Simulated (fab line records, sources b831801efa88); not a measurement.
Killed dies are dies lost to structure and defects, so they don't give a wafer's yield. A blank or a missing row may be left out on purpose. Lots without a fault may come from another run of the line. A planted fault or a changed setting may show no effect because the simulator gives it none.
A struck lot beside a sound one | flow sfq_line | 28 steps out of a route of 325
Sound: wafers L446.1, L446.4, L446.6. Struck: wafer L438.3. (L438.1 of the same lot was not struck and is left out.) The cause comes at the end.
At each step with rows: each side's tool, then ch and its chambers, then its first start. Under that, the readings that differ: sound wafers | struck wafers | difference of the means | sigmas: that difference in standard deviations of wafers without a fault.
alike: readings whose means differ by less than 2 such deviations, and words and numbers that are the same on both sides. not compared: withheld readings, readings that some wafer has no value for, bounds like >300 that may hide the same value, and numbers for which the record gives no deviation and whose values overlap.
The two part at a step that has a row with sigmas, a row that says differs or no value, or rows on one side only. Numbers that don't overlap but have no deviation are shown without sigmas and don't part them. A reading that every wafer of one side lacks parts them only if that side has two wafers or more.

first, 6 steps without rows for these wafers: SFQ_TRILAYER_M6_LITHO_COAT_164 (resist thk 62 nm); SFQ_TRILAYER_M6_LITHO_COAT_159 (resist thk 600 nm); SFQ_TRILAYER_M6_LITHO_SOFTBAKE_163; SFQ_TRILAYER_M6_LITHO_EXPOSE_160 (exposes mask M6, target cd 500 nm); SFQ_TRILAYER_M6_LITHO_PEB_162 (peb time 60 s); SFQ_TRILAYER_M6_LITHO_DEVELOP_161 (time 60 s).
SFQ_M6_OVL_MEAS_940:
  sound on overlay-02, day 82 19:59; struck on overlay-02, day 78 06:11
  alike: M6_OVL
SFQ_TRILAYER_M6_BARC_OPEN_METAL_ETCH_206: etches BARC in O2, target depth 125 nm, time 41.7 s.
  sound on rie_metal-03 ch 0, day 82 20:02; struck on rie_metal-03 ch 0, day 78 06:13
  alike: drypump_motor_current_A, oes_product_au
  not compared: rf_hours_counter_h
SFQ_TRILAYER_M6_ETCH_METAL_ETCH_162: etches Nb in Cl2/Ar, stops on SiO2, target depth 240 nm, time 120 s.
  sound on rie_metal-03 ch 0, day 82 20:05; struck on rie_metal-03 ch 0, day 78 06:16
  alike: drypump_motor_current_A, oes_product_au
  not compared: rf_hours_counter_h
SFQ_TRILAYER_M6_STRIP_STRIP_163: strips in O2.
  sound on rie_metal-03 ch 0, day 82 20:13; struck on rie_metal-03 ch 0, day 78 06:24
  alike: drypump_motor_current_A, oes_product_au
  not compared: rf_hours_counter_h
then, 2 steps without rows for these wafers: SFQ_TRILAYER_M6_STRIP_SOLV_CLEAN_164 (cleans in NMP, time 600 s); SFQ_TRILAYER_I6_DEP_PECVD_165 (deposits SiO2 from SiH4/N2O, time 111.11 s, target thk 500 nm).
SFQ_TRILAYER_I6_CMP_CMP_166: polishes SiO2.
  sound on cmp-02 ch 0,2, day 82 21:34; struck on cmp-02 ch 3, day 78 09:26
  reading                                             | sound             | struck | difference | sigmas
  time_to_endpoint_s (s)                              | 204 187 190       | 159    | -35        | -4
  model.SiO2_of_TRILAYER_I6_DEP_PECVD_165.thk_nm (nm) | 199.5 198.4 197.1 | 248.1  | +49.8      |
  alike: motor_current_A, retaining_ring_pressure_frac
SFQ_I6_BOW_MEAS_941:
  sound on film_metro-01, day 83 00:04; struck on film_metro-04, day 78 13:15
  not compared: I6_BOW
SFQ_TRILAYER_I6_METRO_MEASURE_167:
  sound on film_metro-01, day 83 00:11; struck on film_metro-04, day 78 16:16
  reading     | sound             | struck | difference | sigmas
  thk_nm (nm) | 199.5 198.3 197.1 | 248.3  | +50.0      | +31
then, 6 steps without rows for these wafers: SFQ_TRILAYER_I6_VIA_LITHO_COAT_174 (resist thk 62 nm); SFQ_TRILAYER_I6_VIA_LITHO_COAT_169 (resist thk 650 nm); SFQ_TRILAYER_I6_VIA_LITHO_SOFTBAKE_173; SFQ_TRILAYER_I6_VIA_LITHO_EXPOSE_170 (exposes mask I6, target cd 700 nm); SFQ_TRILAYER_I6_VIA_LITHO_PEB_172 (peb time 60 s); SFQ_TRILAYER_I6_VIA_LITHO_DEVELOP_171 (time 60 s).
-- the record jumps here: 4 days lie between the struck wafers' starts before and after --
SFQ_I6_OVL_MEAS_942:
  sound on overlay-01, day 87 13:02; struck on overlay-01, day 82 17:35
  alike: I6_OVL
then, 1 step without rows for these wafers: SFQ_TRILAYER_I6_VIA_BARC_OPEN_VIA_ETCH_235 (etches BARC in O2, target depth 125 nm, time 41.7 s).
SFQ_TRILAYER_I6_VIA_ETCH_VIA_ETCH_172: etches SiO2 in CHF3, stops on Nb, target depth 260 nm.
  sound on rie_diel-04 ch 2,3, day 87 13:07; struck on rie_diel-03 ch 1, day 82 17:40
  reading                        | sound             | struck | difference | sigmas
  oes_product_au (a.u.)          | 0.851 0.859 0.854 | 0.967  | +0.112     | +19
  model.etch.depth_nm (nm)       | 199.5 198.4 197.1 | 248.1  | +49.8      |
  model.I6.feature_depth_nm (nm) | 199.5 198.4 197.1 | 248.1  | +49.8      |
  alike: drypump_motor_current_A
SFQ_TRILAYER_I6_VIA_STRIP_STRIP_173: strips in O2.
  sound on rie_metal-04 ch 0,1, day 87 13:14; struck on rie_metal-01 ch 0, day 82 17:47
  alike: drypump_motor_current_A, oes_product_au
  not compared: rf_hours_counter_h
then, 1 step without rows for these wafers: SFQ_TRILAYER_I6_VIA_STRIP_SOLV_CLEAN_174 (cleans in NMP, time 600 s).
SFQ_TRILAYER_M7_DEP_PRE_CLEAN_176: time 22.5 s.
  sound on pvd_sputter-04, day 87 14:01; struck on pvd_sputter-05, day 82 18:34
  reading                                             | sound           | struck | difference | sigmas
  model.SiO2_of_TRILAYER_I6_DEP_PECVD_165.thk_nm (nm) | 192 190.9 189.6 | 240.6  | +49.8      |
SFQ_TRILAYER_M7_DEP_SPUTTER_175: material Nb, target thk 200 nm, time 133.3 s.
  sound on pvd_sputter-04, day 87 14:02; struck on pvd_sputter-05, day 82 18:35
  reading                | sound          | struck | difference | sigmas
  throttle_valve_pct (%) | 29.6 29.2 29.4 | 27.2   | -2.2       | -2
  alike: cathode_dc_power_W

WHERE THEY PART
First at SFQ_TRILAYER_I6_CMP_CMP_166; last, within this record, at SFQ_TRILAYER_M7_DEP_SPUTTER_175.

WHY: what the simulator had put in
Process parameter drift: cmp-02, from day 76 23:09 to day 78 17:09, at SFQ_TRILAYER_I6_CMP_CMP_166. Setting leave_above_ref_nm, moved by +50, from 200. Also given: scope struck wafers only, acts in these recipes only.
